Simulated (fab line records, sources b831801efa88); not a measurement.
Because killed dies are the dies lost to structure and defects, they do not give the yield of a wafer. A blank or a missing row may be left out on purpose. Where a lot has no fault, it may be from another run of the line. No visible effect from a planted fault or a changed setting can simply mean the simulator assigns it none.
What tool caused it? / flow sky130 / 13 lots, 37 wafers sampled, at 4 steps of a route of 708

WHAT EACH GAUGE READ, for each wafer
SKY_VT_ADJUST_LVTN_OVL_MEAS_18. Usual: VT_ADJUST_LVTN_01_OVL -0.3 nm, standard deviation 1.6.
lot=L985; measured=day 8 19:37; on=overlay-02; VT_ADJUST_LVTN_01_OVL (nm)=0.3 0.7 -0.9; flag=
lot=L988; measured=day 9 16:04; on=overlay-02; VT_ADJUST_LVTN_01_OVL (nm)=0.7 -1.1 -1.0; flag=
lot=L990; measured=day 9 17:29; on=overlay-02; VT_ADJUST_LVTN_01_OVL (nm)=0.2 -0.3 0.1; flag=
lot=L991; measured=day 10 06:37; on=overlay-01; VT_ADJUST_LVTN_01_OVL (nm)=-0.4 -0.6 -1.2; flag=
lot=L992; measured=day 10 09:28; on=overlay-02; VT_ADJUST_LVTN_01_OVL (nm)=0.4 0.2 -1.2; flag=
lot=L994; measured=day 10 16:58; on=overlay-02; VT_ADJUST_LVTN_01_OVL (nm)=0.8 0.2 0.9; flag=
lot=L993; measured=day 10 17:16; on=overlay-02; VT_ADJUST_LVTN_01_OVL (nm)=-2.3 -2.1 -1.8; flag=
lot=L995; measured=day 10 23:59; on=overlay-02; VT_ADJUST_LVTN_01_OVL (nm)=2.3 2.6 0.7; flag=
lot=L996; measured=day 11 05:31; on=overlay-02; VT_ADJUST_LVTN_01_OVL (nm)=-0.3 -1.2 -0.2; flag=
lot=L100; measured=day 12 09:05; on=overlay-01; VT_ADJUST_LVTN_01_OVL (nm)=2.3 2.2 1.4; flag=
lot=L102; measured=day 12 23:10; on=overlay-01; VT_ADJUST_LVTN_01_OVL (nm)=-2.1 -0.9; flag=
lot=L104; measured=day 13 08:16; on=overlay-02; VT_ADJUST_LVTN_01_OVL (nm)=1.4 0.8; flag=
lot=L105; measured=day 13 20:07; on=overlay-01; VT_ADJUST_LVTN_01_OVL (nm)=0.8 2.0 1.6; flag=

SKY_POLY_GATE_THK_MEAS_21. Usual: POLY_GATE_OXIDATION_THK 4.00 nm, standard deviation 0.088.
lot=L985; measured=day 18 05:14; on=film_metro-01; POLY_GATE_OXIDATION_THK (nm)=4.13 4.12 4.08; flag=
lot=L988; measured=day 19 00:53; on=film_metro-02; POLY_GATE_OXIDATION_THK (nm)=3.99 3.91 3.94; flag=
lot=L990; measured=day 19 00:53; on=film_metro-03; POLY_GATE_OXIDATION_THK (nm)=3.84 4.03 3.93; flag=
lot=L991; measured=day 19 15:03; on=film_metro-02; POLY_GATE_OXIDATION_THK (nm)=3.92 3.95 4.04; flag=
lot=L992; measured=day 20 01:56; on=film_metro-02; POLY_GATE_OXIDATION_THK (nm)=4.02 4.00 3.92; flag=
lot=L994; measured=day 20 15:01; on=film_metro-01; POLY_GATE_OXIDATION_THK (nm)=4.04 4.03 4.10; flag=
lot=L993; measured=day 20 15:01; on=film_metro-03; POLY_GATE_OXIDATION_THK (nm)=4.25 4.10 4.01; flag=
lot=L995; measured=day 20 21:56; on=film_metro-02; POLY_GATE_OXIDATION_THK (nm)=3.81 3.85 3.92; flag=
lot=L996; measured=day 21 03:43; on=film_metro-02; POLY_GATE_OXIDATION_THK (nm)=4.04 3.97 4.04; flag=
lot=L100; measured=day 22 12:20; on=film_metro-03; POLY_GATE_OXIDATION_THK (nm)=4.00 4.03 4.03; flag=
lot=L102; measured=day 23 06:23; on=film_metro-03; POLY_GATE_OXIDATION_THK (nm)=4.01 4.01; flag=
lot=L104; measured=day 23 17:53; on=film_metro-01; POLY_GATE_OXIDATION_THK (nm)=4.15 4.21; flag=
lot=L105; measured=day 24 08:05; on=film_metro-01; POLY_GATE_OXIDATION_THK (nm)=3.93 3.98 3.93; flag=

WHAT TOOL EACH LOT RAN ON (gives the tool, then ch and the chambers of the sampled wafers, and finally the start)
lot=L985; SKY_NWELL_RTA_28=rtp_anneal-01 ch 0, day 6 07:43; SKY_SONOS_ONO_ETCH_15=rie_diel-01 ch 1,2,3, day 14 03:56
lot=L988; SKY_NWELL_RTA_28=rtp_anneal-02 ch 0, day 6 23:56; SKY_SONOS_ONO_ETCH_15=rie_diel-01 ch 2,3, day 15 00:31
lot=L990; SKY_NWELL_RTA_28=rtp_anneal-02 ch 0, day 7 00:52; SKY_SONOS_ONO_ETCH_15=rie_diel-02 ch 1,2,3, day 15 02:41
lot=L991; SKY_NWELL_RTA_28=rtp_anneal-01 ch 0, day 7 14:52; SKY_SONOS_ONO_ETCH_15=rie_diel-01 ch 1,3, day 15 14:50
lot=L992; SKY_NWELL_RTA_28=rtp_anneal-02 ch 0, day 7 16:31; SKY_SONOS_ONO_ETCH_15=rie_diel-04 ch 0,1,2, day 15 21:23
lot=L994; SKY_NWELL_RTA_28=rtp_anneal-01 ch 0, day 7 21:38; SKY_SONOS_ONO_ETCH_15=rie_diel-02 ch 1,2,3, day 16 06:31
lot=L993; SKY_NWELL_RTA_28=rtp_anneal-02 ch 0, day 7 22:14; SKY_SONOS_ONO_ETCH_15=rie_diel-01 ch 1,3, day 16 06:35
lot=L995; SKY_NWELL_RTA_28=rtp_anneal-02 ch 0, day 8 05:21; SKY_SONOS_ONO_ETCH_15=rie_diel-04 ch 0,1,2, day 16 15:32
lot=L996; SKY_NWELL_RTA_28=rtp_anneal-02 ch 0, day 8 09:41; SKY_SONOS_ONO_ETCH_15=rie_diel-01 ch 1,3, day 16 21:58
lot=L100; SKY_NWELL_RTA_28=rtp_anneal-02 ch 0, day 9 12:06; SKY_SONOS_ONO_ETCH_15=rie_diel-01 ch 1,2,3, day 18 05:41
lot=L102; SKY_NWELL_RTA_28=rtp_anneal-02 ch 0, day 10 00:08; SKY_SONOS_ONO_ETCH_15=rie_diel-01 ch 0,2, day 19 01:16
lot=L104; SKY_NWELL_RTA_28=rtp_anneal-02 ch 0, day 10 07:43; SKY_SONOS_ONO_ETCH_15=rie_diel-01 ch 0, day 19 11:43
lot=L105; SKY_NWELL_RTA_28=rtp_anneal-01 ch 0, day 10 18:43; SKY_SONOS_ONO_ETCH_15=rie_diel-02 ch 0,1,2, day 20 02:22
- SKY_NWELL_RTA_28: time 30 s.
- SKY_SONOS_ONO_ETCH_15: etches the open film in CHF3/O2, target depth 19.52 nm, time 7.8 s.

AS READ BY THE TOOLS THEMSELVES (means over the sampled wafers that have a number; for cases with no such wafer, the mark the record gives instead)
SKY_NWELL_RTA_28. Usual: lamp_power_pct 25.31 %, standard deviation 0.047; wafer_temp_C_max 1054.8, standard deviation 0.92.
lot=L985; tool=rtp_anneal-01; lamp_power_pct (%)=25.28; wafer_temp_C_max=1054.4; flag=
lot=L988; tool=rtp_anneal-02; lamp_power_pct (%)=25.33; wafer_temp_C_max=1054.3; flag=
lot=L990; tool=rtp_anneal-02; lamp_power_pct (%)=25.28; wafer_temp_C_max=1054.6; flag=
lot=L991; tool=rtp_anneal-01; lamp_power_pct (%)=25.32; wafer_temp_C_max=1055.5; flag=
lot=L992; tool=rtp_anneal-02; lamp_power_pct (%)=25.30; wafer_temp_C_max=1054.6; flag=
lot=L994; tool=rtp_anneal-01; lamp_power_pct (%)=25.32; wafer_temp_C_max=1054.4; flag=
lot=L993; tool=rtp_anneal-02; lamp_power_pct (%)=25.31; wafer_temp_C_max=1054.7; flag=
lot=L995; tool=rtp_anneal-02; lamp_power_pct (%)=25.28; wafer_temp_C_max=1054.5; flag=
lot=L996; tool=rtp_anneal-02; lamp_power_pct (%)=25.32; wafer_temp_C_max=1054.5; flag=
lot=L100; tool=rtp_anneal-02; lamp_power_pct (%)=25.30; wafer_temp_C_max=1054.4; flag=
lot=L102; tool=rtp_anneal-02; lamp_power_pct (%)=25.33; wafer_temp_C_max=1054.3; flag=
lot=L104; tool=rtp_anneal-02; lamp_power_pct (%)=25.30; wafer_temp_C_max=1054.6; flag=
lot=L105; tool=rtp_anneal-01; lamp_power_pct (%)=25.27; wafer_temp_C_max=1054.5; flag=

SKY_SONOS_ONO_ETCH_15. Usual: chf3_flow_sccm 50.01 sccm, standard deviation 0.16; drypump_motor_current_A 5.7 A, standard deviation 0.38; oes_product_au 0.997 a.u., standard deviation 0.01; throttle_valve_pct 8.824 %, standard deviation 0.0085.
lot=L985; tool=rie_diel-01; chf3_flow_sccm (sccm)=50.12; drypump_motor_current_A (A)=5.9; oes_product_au (a.u.)=1.004; throttle_valve_pct (%)=8.831; flag=
lot=L988; tool=rie_diel-01; chf3_flow_sccm (sccm)=50.10; drypump_motor_current_A (A)=5.8; oes_product_au (a.u.)=1.001; throttle_valve_pct (%)=8.825; flag=
lot=L990; tool=rie_diel-02; chf3_flow_sccm (sccm)=49.98; drypump_motor_current_A (A)=5.6; oes_product_au (a.u.)=0.984; throttle_valve_pct (%)=8.820; flag=
lot=L991; tool=rie_diel-01; chf3_flow_sccm (sccm)=49.78; drypump_motor_current_A (A)=6.0; oes_product_au (a.u.)=1.001; throttle_valve_pct (%)=8.823; flag=
lot=L992; tool=rie_diel-04; chf3_flow_sccm (sccm)=49.98; drypump_motor_current_A (A)=5.8; oes_product_au (a.u.)=0.989; throttle_valve_pct (%)=8.823; flag=
lot=L994; tool=rie_diel-02; chf3_flow_sccm (sccm)=49.82; drypump_motor_current_A (A)=5.6; oes_product_au (a.u.)=0.988; throttle_valve_pct (%)=8.829; flag=
lot=L993; tool=rie_diel-01; chf3_flow_sccm (sccm)=49.94; drypump_motor_current_A (A)=6.1; oes_product_au (a.u.)=1.008; throttle_valve_pct (%)=8.826; flag=
lot=L995; tool=rie_diel-04; chf3_flow_sccm (sccm)=50.04; drypump_motor_current_A (A)=5.8; oes_product_au (a.u.)=0.991; throttle_valve_pct (%)=8.828; flag=
lot=L996; tool=rie_diel-01; chf3_flow_sccm (sccm)=50.07; drypump_motor_current_A (A)=6.0; oes_product_au (a.u.)=0.986; throttle_valve_pct (%)=8.822; flag=
lot=L100; tool=rie_diel-01; chf3_flow_sccm (sccm)=50.02; drypump_motor_current_A (A)=5.9; oes_product_au (a.u.)=0.928; throttle_valve_pct (%)=8.817; flag=OFF
lot=L102; tool=rie_diel-01; chf3_flow_sccm (sccm)=50.14; drypump_motor_current_A (A)=5.7; oes_product_au (a.u.)=0.889; throttle_valve_pct (%)=8.806; flag=OFF
lot=L104; tool=rie_diel-01; chf3_flow_sccm (sccm)=50.23; drypump_motor_current_A (A)=5.4; oes_product_au (a.u.)=0.766; throttle_valve_pct (%)=8.768; flag=OFF
lot=L105; tool=rie_diel-02; chf3_flow_sccm (sccm)=49.97; drypump_motor_current_A (A)=5.7; oes_product_au (a.u.)=0.994; throttle_valve_pct (%)=8.826; flag=

THE ANSWER, worked out from the rows above alone
Rule: lot off if the mean of its wafers having a number is beyond 3 standard deviations from the usual mean. Also off: a lot with no number at a reading for which 4 or more lots have one. Any other lot the step has rows for is counted as sound. Order of review: gauges by route order, followed by the tools' own readings, for which a lot's mean as printed above is used. At the first step where some lot is off, the reading lying furthest off is the one used; lots without a number count as furthest.
Off: L100, L102, L104 (SKY_SONOS_ONO_ETCH_15, oes_product_au).
A tool fits if, at that step or a process step before it, it ran every lot that is off, and no sound lot after the first of them. Undecided on this evidence; 2 tools fit (rtp_anneal-02 at SKY_NWELL_RTA_28, rie_diel-01 at SKY_SONOS_ONO_ETCH_15).

WHAT THE SIMULATOR HAD PUT IN
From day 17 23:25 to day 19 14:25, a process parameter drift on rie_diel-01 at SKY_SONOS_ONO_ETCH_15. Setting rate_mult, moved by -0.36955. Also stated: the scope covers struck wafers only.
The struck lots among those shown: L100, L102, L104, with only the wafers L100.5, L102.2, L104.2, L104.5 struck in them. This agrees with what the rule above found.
